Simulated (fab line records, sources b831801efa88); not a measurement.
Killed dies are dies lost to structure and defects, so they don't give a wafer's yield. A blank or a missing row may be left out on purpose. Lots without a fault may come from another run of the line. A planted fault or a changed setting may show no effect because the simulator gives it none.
A struck lot beside a sound one | flow sky130 | 27 steps out of a route of 708
Sound: wafers L582.1, L582.3, L582.6. Struck: wafers L591.2, L591.4, L591.6. The cause comes at the end.
At each step with rows: each side's tool, then ch and its chambers, then its first start. Under that, the readings that differ: sound wafers | struck wafers | difference of the means | sigmas: that difference in standard deviations of wafers without a fault.
alike: readings whose means differ by less than 2 such deviations, and words and numbers that are the same on both sides. not compared: withheld readings, readings that some wafer has no value for, bounds like >300 that may hide the same value, and numbers for which the record gives no deviation and whose values overlap.
The two part at a step that has a row with sigmas, a row that says differs or no value, or rows on one side only. Numbers that don't overlap but have no deviation are shown without sigmas and don't part them. A reading that every wafer of one side lacks parts them only if that side has two wafers or more.

first, 3 steps without rows for these wafers: SKY_LDD_N_EXPOSE_04 (exposes mask NTM, target cd 840 nm); SKY_LDD_N_PEB_05; SKY_LDD_N_DEVELOP_06 (develop time 60 s).
SKY_LDD_N_OVL_MEAS_07:
  sound on overlay-01, day 18 06:08; struck on overlay-01, day 21 23:08
  alike: LDD_N_OVL
then, 8 steps without rows for these wafers: SKY_LDD_N_IMPLANT_08; SKY_LDD_N_IMPLANT_09; SKY_LDD_N_IMPLANT_10; SKY_LDD_N_IMPLANT_11; SKY_LDD_N_IMPLANT_12; SKY_LDD_N_IMPLANT_13; SKY_LDD_N_IMPLANT_14; SKY_LDD_N_IMPLANT_15.
SKY_LDD_N_STRIP_16: strips in O2/N2.
  sound on plasma_asher-04 ch 0,1, day 18 07:23; struck on plasma_asher-03 ch 1, day 22 00:22
  no value came back on the struck wafers for chamber_pressure_mTorr (mTorr), drypump_motor_current_A (A), oes_product_au (a.u.), strip_time_to_endpoint_s (s); on the sound wafers chamber_pressure_mTorr (mTorr) reads 1497.5 1498.9 1501.7
  reading                                    | sound | struck          | difference | sigmas
  model.NOVOLAK_of_LDD_N_COAT_02.thk_nm (nm) | 0 0 0 | 298.6 297.6 299 | +298.4     |
  not compared: rf_hours_counter_h
SKY_LDD_N_TW_MEAS_17:
  sound on film_metro-03, day 18 07:29; struck on film_metro-02, day 22 00:29
  alike: LDD_N_TW
then, 7 steps without rows for these wafers: SKY_LDD_P_DEHYDRATE_00 (time 60 s); SKY_LDD_P_HMDS_01 (prime time 60 s); SKY_LDD_P_COAT_02 (resist thk 1140 nm); SKY_LDD_P_SOFTBAKE_03 (time 60 s); SKY_LDD_P_EXPOSE_04 (exposes mask PSDM, target cd 380 nm); SKY_LDD_P_PEB_05; SKY_LDD_P_DEVELOP_06 (develop time 60 s).
SKY_LDD_P_CD_MEAS_07: target cd 380 nm.
  sound on cd_sem-02, day 19 13:15; struck on cd_sem-01, day 23 06:37
  alike: cd_nm
SKY_LDD_P_OVL_MEAS_08:
  sound on overlay-01, day 19 13:22; struck on overlay-02, day 23 06:43
  alike: LDD_P_OVL
then, 1 step without rows for these wafers: SKY_LDD_P_IMPLANT_09.
SKY_LDD_P_STRIP_10: strips in O2/N2.
  sound on plasma_asher-03 ch 1, day 19 13:34; struck on plasma_asher-01 ch 0,1, day 23 06:54
  reading                      | sound             | struck            | difference | sigmas
  strip_time_to_endpoint_s (s) | 14.23 14.23 14.23 | 18.73 18.74 18.71 | +4.50      | +99 or more
  alike: chamber_pressure_mTorr, drypump_motor_current_A, oes_product_au
  not compared: rf_hours_counter_h
SKY_LDD_P_TW_MEAS_11:
  sound on film_metro-03, day 19 13:40; struck on film_metro-04, day 23 07:01
  reading  | sound             | struck         | difference | sigmas
  LDD_P_TW | 637.5 637.0 635.3 | 30.0 29.9 30.1 | -606.6     | -99 or more
then, 1 step without rows for these wafers: SKY_LDD_HVN_DEHYDRATE_00 (time 60 s).

WHERE THEY PART
First at SKY_LDD_N_STRIP_16; last, within this record, at SKY_LDD_P_TW_MEAS_11.

WHY: what the simulator had put in
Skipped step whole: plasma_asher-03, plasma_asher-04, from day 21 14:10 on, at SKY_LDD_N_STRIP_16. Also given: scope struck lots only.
